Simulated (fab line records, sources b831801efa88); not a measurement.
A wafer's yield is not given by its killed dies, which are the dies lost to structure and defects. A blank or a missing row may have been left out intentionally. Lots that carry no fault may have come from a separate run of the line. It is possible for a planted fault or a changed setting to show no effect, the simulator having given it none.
Code-filled problem report in 8D (eight disciplines) form / flow gf180mcu / the parts of the form that need people (team, actions taken, sign-off) are left out

1. PROBLEM STATEMENT
M2_ALCU_RS at GF_M2_RS_MEAS_05 reads a mean of 0.0775 ohm/sq on 2 wafers of 2 lots; wafers without a fault read 0.0698 ohm/sq with a standard deviation of 0.00084. Measured from the usual mean, that is +9.2 standard deviations.
The step: measures by four-point-probe.
First seen on wafer L979.6, day 22 23:05, on film_metro-03. The record holds 35 wafers of 12 lots with a number at this step. Rule for "out", or "out of limits": more than 4 standard deviations from the usual mean. The other wafers with a number count as sound.

2. WHAT THIS IS AND IS NOT
question=which readings at this step | is=M2_ALCU_RS | is not=-
question=which lots | is=L979, L981 | is not=L968, L969, L971, L972, L973, L977, L987, L988, L989, L990
question=which wafers of those lots | is=L979.6, L981.6 | is not=L979.1, L979.2, L981.5
question=read on which gauges | is=film_metro-02, film_metro-03 | is not=film_metro-01
question=when | is=from day 22 23:05 | is not=up to then (20 sound wafers); but 13 sound wafers of L981, L987, L988, L989, L990 came after

3. THE SUSPECTS, EACH WITH WHAT RULES IT OUT
Counting: any tool at a process step up to the reading remains a suspect provided it ran every lot that is out. Sound lots after the first of them don't rule it out here, since some wafers of a struck lot are sound.
- the gauge at GF_M2_RS_MEAS_05: ruled out. Those wafers that are out were read across 2 gauges (film_metro-02, film_metro-03).
- pvd_sputter-01 at GF_M2_SPUTTER_01 (material TiN, target thk 30 nm, time 25 s): kept. It ran every lot that is out, first L979 (day 22 22:58); its last sound lot up to then is L973 (day 20 17:21).
- pvd_sputter-01 at GF_M2_SPUTTER_02 (material AlCu, target thk 450 nm, time 23.9 s): kept. It ran every lot that is out, first L979 (day 22 22:59); its last sound lot up to then is L973 (day 20 17:23).
- pvd_sputter-01 at GF_M2_SPUTTER_04 (material TiN, target thk 50 nm, time 41.7 s): kept. It ran every lot that is out, first L979 (day 22 23:02); its last sound lot up to then is L973 (day 20 17:26).
Left after counting: pvd_sputter-01 at GF_M2_SPUTTER_01, pvd_sputter-01 at GF_M2_SPUTTER_02, pvd_sputter-01 at GF_M2_SPUTTER_04.

4. THE CAUSE (what the simulator had put in)
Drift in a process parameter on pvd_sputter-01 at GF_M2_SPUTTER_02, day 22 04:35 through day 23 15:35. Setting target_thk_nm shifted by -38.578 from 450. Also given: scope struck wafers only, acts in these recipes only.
Counting leaves 3 suspects; this tool is one of them.

5. SEQUENCE OF EFFECTS, ordered by route
Each row: a reading where the mean over the struck wafers with a number is more than 3 standard deviations away from the usual. Only readings for which the record gives a usual standard deviation are gone through. hours: the time from each lot's start at the first step in this table that gives one to its start at this step, as a median over the lots. sigmas: the change in usual standard deviations.
hours=0; step=GF_M2_RS_MEAS_05; reading=M2_ALCU_RS; usual=0.0698 ohm/sq; on struck wafers=0.0775; change=+0.0077; sigmas=+9.2
hours=0; step=GF_M2_THK_MEAS_06; reading=M2_ALCU_THK; usual=453 nm; on struck wafers=409; change=-44; sigmas=-7.9

6. WHAT WOULD HAVE CAUGHT IT SOONER
18 hours passed between the start of the fault at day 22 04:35 and the first reading out of limits at a measuring or inspecting step in this record, taken at day 22 23:05.
Tool readings at GF_M2_SPUTTER_02 with a usual standard deviation given in the record: none out on any struck wafer, hence no alarm at a limit of 4 standard deviations on them.
Lots out: 2; of these, L981 started GF_M2_SPUTTER_02 on pvd_sputter-01 after day 22 23:05. A hold on the tool at that time would have spared it.
